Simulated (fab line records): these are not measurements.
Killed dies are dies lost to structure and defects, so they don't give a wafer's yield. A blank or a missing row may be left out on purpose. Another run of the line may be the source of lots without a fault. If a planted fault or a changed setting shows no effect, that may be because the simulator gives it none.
Matching of chambers / flow gf180mcu / GF_HV_LDD_ETCHBACK_58 on rie_diel-02: 4 sister chambers
The step etches Si3N4 in CH3F/O2, stops on SiO2, time 100 s, target depth 90 nm. 8 wafers are shown with their chamber, then 7 later ones without.

WAFERS, EACH WITH ITS CHAMBER
wafer=L111.4; chamber=0; drypump_motor_current_A (A)=5.1; rf_fwd_power_W (W)=395.8
wafer=L113.3; chamber=1; drypump_motor_current_A (A)=5.7; rf_fwd_power_W (W)=396.5
wafer=L115.2; chamber=0; drypump_motor_current_A (A)=5.1; rf_fwd_power_W (W)=397.1
wafer=L115.4; chamber=3; drypump_motor_current_A (A)=5.1; rf_fwd_power_W (W)=395.9
wafer=L115.6; chamber=3; drypump_motor_current_A (A)=5.1; rf_fwd_power_W (W)=397.0
wafer=L116.1; chamber=2; drypump_motor_current_A (A)=5.9; rf_fwd_power_W (W)=399.1
wafer=L116.4; chamber=1; drypump_motor_current_A (A)=5.6; rf_fwd_power_W (W)=397.8
wafer=L116.6; chamber=2; drypump_motor_current_A (A)=5.9; rf_fwd_power_W (W)=397.9

WAFERS WITH NO CHAMBER GIVEN
wafer=L119.1; drypump_motor_current_A (A)=5.7; rf_fwd_power_W (W)=397.5
wafer=L119.3; drypump_motor_current_A (A)=5.9; rf_fwd_power_W (W)=398.6
wafer=L119.6; drypump_motor_current_A (A)=5.1; rf_fwd_power_W (W)=395.6
wafer=L129.2; drypump_motor_current_A (A)=5.9; rf_fwd_power_W (W)=397.0
wafer=L129.5; drypump_motor_current_A (A)=5.7; rf_fwd_power_W (W)=398.3
wafer=L131.2; drypump_motor_current_A (A)=5.9; rf_fwd_power_W (W)=397.1
wafer=L131.5; drypump_motor_current_A (A)=5.1; rf_fwd_power_W (W)=397.7

CHAMBER TAKEN BY EACH
wafer=L119.1; from the rows above=1; in truth=1
wafer=L119.3; from the rows above=2; in truth=2
wafer=L119.6; from the rows above=can't be placed: 3 or 0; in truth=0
wafer=L129.2; from the rows above=2; in truth=2
wafer=L129.5; from the rows above=1; in truth=1
wafer=L131.2; from the rows above=2; in truth=2
wafer=L131.5; from the rows above=can't be placed: 0 or 3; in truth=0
Correct placement for 5 of the 7. Cannot be placed on the basis of these rows: 2; the candidates contain the true chamber in 2. Wrongly placed: 0.
How it was worked out, from the rows above alone: a wafer's distance from a chamber is the root of the sum, over the readings, of the square of ((its reading less the chamber's mean) divided by the reading's scatter). If the next closest chamber is less than 2 further off than the closest, the wafer can't be placed; otherwise it belongs to the closest. Each chamber's mean is taken over the wafers shown for it. The scatter: take each reading less its chamber's mean, square it, sum over the shown wafers, divide by the number of wafers less the number of chambers, and take the root.
